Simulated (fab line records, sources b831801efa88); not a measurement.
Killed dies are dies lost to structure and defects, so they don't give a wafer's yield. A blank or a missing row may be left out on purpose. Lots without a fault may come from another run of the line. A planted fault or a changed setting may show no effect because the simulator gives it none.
Which tool did it? | flow sky130 | 11 lots, 33 wafers sampled, at 1 step of a route of 708

WHAT THE GAUGES READ, wafer by wafer
SKY_METAL1_OVL_MEAS_16.
lot  | measured     | on         | METAL1_OVL (nm)
L782 | day 32 17:37 | overlay-01 | -5 2 -7
L783 | day 33 01:56 | overlay-02 | -16 -6 -13
L786 | day 34 16:39 | overlay-01 | -19 -14 -16
L790 | day 35 23:04 | overlay-02 | 2 4 1
L789 | day 36 05:21 | overlay-01 | -7 -9 -8
L792 | day 36 06:14 | overlay-01 | 8 4 5
L794 | day 37 00:55 | overlay-01 | -6 0 0
L798 | day 38 05:26 | overlay-02 | -7 -3 -2
L803 | day 39 09:04 | overlay-02 | 6 5 1
L804 | day 39 17:11 | overlay-02 | -6 -8 -2
L805 | day 39 19:46 | overlay-02 | 1 0 -4

WHICH TOOL RAN EACH LOT (tool, then ch and the chambers of the sampled wafers, then the start)
The record holds no process step before these readings.

THE ANSWER, worked out from the rows above alone
Rule: what is usual is taken from the lots themselves. Put in order of their means at a reading, lots are off if they are a third of the lots or fewer, leave a main group of 4 or more, and stand apart from it by a gap of 3 or more times the standard deviation of the main group's means; of several such gaps the widest counts. A main group whose means are all the same, to the digits that the tables above print for the reading, isn't used. A lot without any number at a reading at which 4 lots or more have one is off too. The other lots that the step has rows for count as sound.
No lot is off at any reading shown: from this, nothing can be told.

WHAT THE SIMULATOR HAD PUT IN
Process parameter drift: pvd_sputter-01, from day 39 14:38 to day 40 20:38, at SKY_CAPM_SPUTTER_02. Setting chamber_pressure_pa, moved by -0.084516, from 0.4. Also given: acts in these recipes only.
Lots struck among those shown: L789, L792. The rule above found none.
